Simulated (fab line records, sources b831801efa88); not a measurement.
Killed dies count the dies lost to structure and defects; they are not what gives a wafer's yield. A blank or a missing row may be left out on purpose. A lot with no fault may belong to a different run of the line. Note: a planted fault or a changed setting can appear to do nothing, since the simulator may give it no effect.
What tool caused it? || flow gf180mcu || 14 lots, 42 wafers sampled, at 2 steps of a route of 602

WHAT EACH GAUGE READ, for each wafer
GF_TOP_METAL_RS_MEAS_05: measures by four-point-probe.
{"lot": "L167", "measured": "day 27 06:48", "on": "film metro-01", "TOP_METAL_ALCU_RS (ohm/sq)": "0.0323 0.0333 0.0325"}
{"lot": "L170", "measured": "day 28 07:59", "on": "film metro-04", "TOP_METAL_ALCU_RS (ohm/sq)": "0.0324 0.0321 0.0323"}
{"lot": "L171", "measured": "day 28 20:41", "on": "film metro-02", "TOP_METAL_ALCU_RS (ohm/sq)": "0.0324 0.0324 0.0319"}
{"lot": "L173", "measured": "day 29 07:45", "on": "film metro-01", "TOP_METAL_ALCU_RS (ohm/sq)": "0.0323 0.0324 0.0323"}
{"lot": "L174", "measured": "day 29 18:07", "on": "film metro-02", "TOP_METAL_ALCU_RS (ohm/sq)": "0.0325 0.0325 0.0330"}
{"lot": "L175", "measured": "day 29 20:42", "on": "film metro-02", "TOP_METAL_ALCU_RS (ohm/sq)": "0.0333 0.0332 0.0329"}
{"lot": "L176", "measured": "day 30 00:32", "on": "film metro-01", "TOP_METAL_ALCU_RS (ohm/sq)": "0.0324 0.0326 0.0330"}
{"lot": "L178", "measured": "day 30 17:50", "on": "film metro-01", "TOP_METAL_ALCU_RS (ohm/sq)": "0.0327 0.0328 0.0330"}
{"lot": "L179", "measured": "day 30 23:06", "on": "film metro-04", "TOP_METAL_ALCU_RS (ohm/sq)": "0.0330 0.0332 0.0329"}
{"lot": "L180", "measured": "day 31 05:32", "on": "film metro-02", "TOP_METAL_ALCU_RS (ohm/sq)": "0.0323 0.0321 0.0323"}
{"lot": "L182", "measured": "day 31 20:57", "on": "film metro-04", "TOP_METAL_ALCU_RS (ohm/sq)": "0.0333 0.0330 0.0332"}
{"lot": "L184", "measured": "day 32 05:56", "on": "film metro-04", "TOP_METAL_ALCU_RS (ohm/sq)": "0.0327 0.0327 0.0327"}
{"lot": "L187", "measured": "day 33 01:41", "on": "film metro-04", "TOP_METAL_ALCU_RS (ohm/sq)": "0.0325 0.0327 0.0321"}
{"lot": "L190", "measured": "day 33 18:45", "on": "film metro-04", "TOP_METAL_ALCU_RS (ohm/sq)": "0.0332 0.0329 0.0335"}

EACH LOT AND THE TOOL THAT RAN IT (in order: tool; ch and the chambers of the sampled wafers; start)
{"lot": "L167", "GF_V5_SPUTTER_22": "pvd sputter-03, day 27 05:56"}
{"lot": "L170", "GF_V5_SPUTTER_22": "pvd sputter-01, day 28 07:05"}
{"lot": "L171", "GF_V5_SPUTTER_22": "pvd sputter-01, day 28 19:48"}
{"lot": "L173", "GF_V5_SPUTTER_22": "pvd sputter-04, day 29 06:51"}
{"lot": "L174", "GF_V5_SPUTTER_22": "pvd sputter-03, day 29 17:15"}
{"lot": "L175", "GF_V5_SPUTTER_22": "pvd sputter-01, day 29 19:49"}
{"lot": "L176", "GF_V5_SPUTTER_22": "pvd sputter-01, day 29 23:40"}
{"lot": "L178", "GF_V5_SPUTTER_22": "pvd sputter-01, day 30 16:55"}
{"lot": "L179", "GF_V5_SPUTTER_22": "pvd sputter-01, day 30 22:15"}
{"lot": "L180", "GF_V5_SPUTTER_22": "pvd sputter-03, day 31 04:41"}
{"lot": "L182", "GF_V5_SPUTTER_22": "pvd sputter-03, day 31 20:06"}
{"lot": "L184", "GF_V5_SPUTTER_22": "pvd sputter-01, day 32 05:02"}
{"lot": "L187", "GF_V5_SPUTTER_22": "pvd sputter-04, day 33 00:48"}
{"lot": "L190", "GF_V5_SPUTTER_22": "pvd sputter-01, day 33 17:53"}
- GF_V5_SPUTTER_22: material TiN, target thk 10 nm, time 40 s.

AS READ BY THE TOOLS THEMSELVES (means over the sampled wafers that have a number; for cases with no such wafer, the mark the record gives instead)
GF_V5_SPUTTER_22.
{"lot": "L167", "tool": "pvd sputter-03", "throttle valve pct (%)": 29.9}
{"lot": "L170", "tool": "pvd sputter-01", "throttle valve pct (%)": 29.5}
{"lot": "L171", "tool": "pvd sputter-01", "throttle valve pct (%)": 29.3}
{"lot": "L173", "tool": "pvd sputter-04", "throttle valve pct (%)": 30.6}
{"lot": "L174", "tool": "pvd sputter-03", "throttle valve pct (%)": 30.0}
{"lot": "L175", "tool": "pvd sputter-01", "throttle valve pct (%)": 30.5}
{"lot": "L176", "tool": "pvd sputter-01", "throttle valve pct (%)": 30.8}
{"lot": "L178", "tool": "pvd sputter-01", "throttle valve pct (%)": 29.8}
{"lot": "L179", "tool": "pvd sputter-01", "throttle valve pct (%)": 30.1}
{"lot": "L180", "tool": "pvd sputter-03", "throttle valve pct (%)": 30.3}
{"lot": "L182", "tool": "pvd sputter-03", "throttle valve pct (%)": 30.5}
{"lot": "L184", "tool": "pvd sputter-01", "throttle valve pct (%)": 29.3}
{"lot": "L187", "tool": "pvd sputter-04", "throttle valve pct (%)": 29.9}
{"lot": "L190", "tool": "pvd sputter-01", "throttle valve pct (%)": 31.1}

THE ANSWER, worked out from the rows above alone
Rule: usual is defined by the lots themselves. Put in order of their means at a reading, lots are off if they are a third of the lots or fewer, leave a main group of 4 or more, and stand apart from it by a gap of 3 or more times the standard deviation of the main group's means; of several such gaps the widest counts. If all means in a main group match to the digits the tables above print for the reading, that group is not used. A lot without any number at a reading at which 4 lots or more have one is off too. All remaining lots with rows at the step are treated as sound. Order of review: gauges by route order, followed by the tools' own readings, for which a lot's mean as printed above is used. At the first step where some lot is off, the reading lying furthest off is the one used; lots without a number count as furthest.
No lot is off on any of the readings shown, so nothing can be concluded from this.

WHAT THE SIMULATOR HAD INSERTED
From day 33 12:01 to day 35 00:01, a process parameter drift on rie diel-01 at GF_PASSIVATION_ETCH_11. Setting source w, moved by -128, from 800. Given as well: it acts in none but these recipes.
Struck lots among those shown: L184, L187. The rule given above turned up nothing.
